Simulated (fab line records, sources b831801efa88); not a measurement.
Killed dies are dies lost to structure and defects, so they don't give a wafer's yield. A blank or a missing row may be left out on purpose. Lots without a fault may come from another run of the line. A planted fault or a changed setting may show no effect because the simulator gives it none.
Which tool did it? | flow sky130 | 14 lots, 42 wafers sampled, at 2 steps of a route of 708

WHAT THE GAUGES READ, wafer by wafer
The record holds no reading of a measuring or inspecting step that can be judged against a usual standard deviation.

WHICH TOOL RAN EACH LOT (tool, then ch and the chambers of the sampled wafers, then the start)
lot  | SKY_VIA1_ETCH_15                   | SKY_VIA1_STRIP_16
L437 | rie_diel-01 ch 1,2, day 33 13:46   | plasma_asher-01 ch 0,1, day 33 13:49
L438 | rie_diel-03 ch 0,1,3, day 33 17:19 | plasma_asher-01 ch 0,1, day 33 17:22
L439 | rie_diel-01 ch 1,2,3, day 34 12:34 | plasma_asher-03 ch 0,1, day 34 12:37
L440 | rie_diel-04 ch 0,1, day 34 20:29   | plasma_asher-03 ch 0,1, day 34 20:32
L441 | rie_diel-01 ch 1,2, day 35 03:01   | plasma_asher-02 ch 0,1, day 35 03:04
L442 | rie_diel-01 ch 1,2,3, day 35 11:29 | plasma_asher-02 ch 0,1, day 35 11:32
L443 | rie_diel-03 ch 0,1,3, day 35 20:37 | plasma_asher-02 ch 0,1, day 35 20:40
L444 | rie_diel-03 ch 0,1, day 36 02:05   | plasma_asher-03 ch 0,1, day 36 02:10
L445 | rie_diel-03 ch 1,2,3, day 36 03:38 | plasma_asher-01 ch 0,1, day 36 03:41
L450 | rie_diel-04 ch 0,2,3, day 37 20:25 | plasma_asher-02 ch 0,1, day 37 20:28
L449 | rie_diel-04 ch 0,1,2, day 38 03:22 | plasma_asher-01 ch 0,1, day 38 03:25
L458 | rie_diel-03 ch 0,2, day 40 18:32   | plasma_asher-01 ch 0,1, day 40 18:37
L460 | rie_diel-01 ch 0,2,3, day 40 20:34 | plasma_asher-03 ch 0,1, day 40 20:37
L459 | rie_diel-03 ch 0,1,3, day 40 23:40 | plasma_asher-01 ch 0,1, day 40 23:43
- SKY_VIA1_ETCH_15: etches SiO2 in C4F8/O2/Ar, stops on TiN, target depth 351 nm, time 54 s.
- SKY_VIA1_STRIP_16: strips in O2/N2.

WHAT THE TOOLS THEMSELVES READ (means of the sampled wafers that have a number; where no wafer has one, the mark that the record gives instead)
SKY_VIA1_ETCH_15. Usual: oes_product_au 0.981 a.u., standard deviation 0.0063.
lot  | tool        | oes_product_au (a.u.) | flag
L437 | rie_diel-01 | 0.983                 |
L438 | rie_diel-03 | 0.977                 |
L439 | rie_diel-01 | 0.976                 |
L440 | rie_diel-04 | 0.978                 |
L441 | rie_diel-01 | 0.981                 |
L442 | rie_diel-01 | 0.988                 |
L443 | rie_diel-03 | 0.983                 |
L444 | rie_diel-03 | 0.978                 |
L445 | rie_diel-03 | 0.977                 |
L450 | rie_diel-04 | 0.986                 |
L449 | rie_diel-04 | 0.990                 |
L458 | rie_diel-03 | 0.981                 |
L460 | rie_diel-01 | 0.985                 |
L459 | rie_diel-03 | 0.984                 |

SKY_VIA1_STRIP_16. Usual: drypump_motor_current_A 5.7 A, standard deviation 0.42; oes_product_au 0.416 a.u., standard deviation 0.0048; strip_time_to_endpoint_s 4.461 s, standard deviation 0.02.
lot  | tool            | drypump_motor_current_A (A) | oes_product_au (a.u.) | strip_time_to_endpoint_s (s) | flag
L437 | plasma_asher-01 | 5.4                         | 0.412                 | 4.451                        |
L438 | plasma_asher-01 | 5.1                         | 0.412                 | 4.448                        |
L439 | plasma_asher-03 | 5.8                         | 0.412                 | 4.449                        |
L440 | plasma_asher-03 | 5.8                         | 0.416                 | 4.462                        |
L441 | plasma_asher-02 | 6.0                         | 0.419                 | 4.482                        |
L442 | plasma_asher-02 | 6.0                         | 0.414                 | 4.443                        |
L443 | plasma_asher-02 | 6.0                         | 0.414                 | 4.475                        |
L444 | plasma_asher-03 | 5.8                         | 0.419                 | 4.479                        |
L445 | plasma_asher-01 | 5.1                         | 0.411                 | 4.465                        |
L450 | plasma_asher-02 | 6.0                         | 0.395                 | 4.018                        | OFF
L449 | plasma_asher-01 | 5.4                         | 0.398                 | 3.965                        | OFF
L458 | plasma_asher-01 | 5.4                         | 0.417                 | 4.473                        |
L460 | plasma_asher-03 | 5.8                         | 0.418                 | 4.457                        |
L459 | plasma_asher-01 | 5.1                         | 0.412                 | 4.441                        |

THE ANSWER, worked out from the rows above alone
Rule: a lot is off if the mean of its wafers that have a number lies more than 3 standard deviations from the usual mean. A lot without any number at a reading at which 4 lots or more have one is off too. The other lots that the step has rows for count as sound. The gauges are gone through in route order, then the tools' own readings, and for those a lot's mean is taken as printed above. The first step at which some lot is off is used, and at that step the reading that is off furthest; a lot without a number counts as furthest.
Off: L450, L449, at SKY_VIA1_STRIP_16 (strip_time_to_endpoint_s).
A tool fits if, at that step or a process step before it, it ran every lot that is off, and no sound lot after the first of them. One fits: rie_diel-04 at SKY_VIA1_ETCH_15. Its last sound lot is L440 (day 34 20:29), its first lot that is off L450 (day 37 20:25): a fault that began between those two fits.

WHAT THE SIMULATOR HAD PUT IN
Process parameter drift: rie_diel-04, from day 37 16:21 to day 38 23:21, at SKY_VIA1_ETCH_15. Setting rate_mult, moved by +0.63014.
Lots struck among those shown: L450, L449. The rule above found the same.
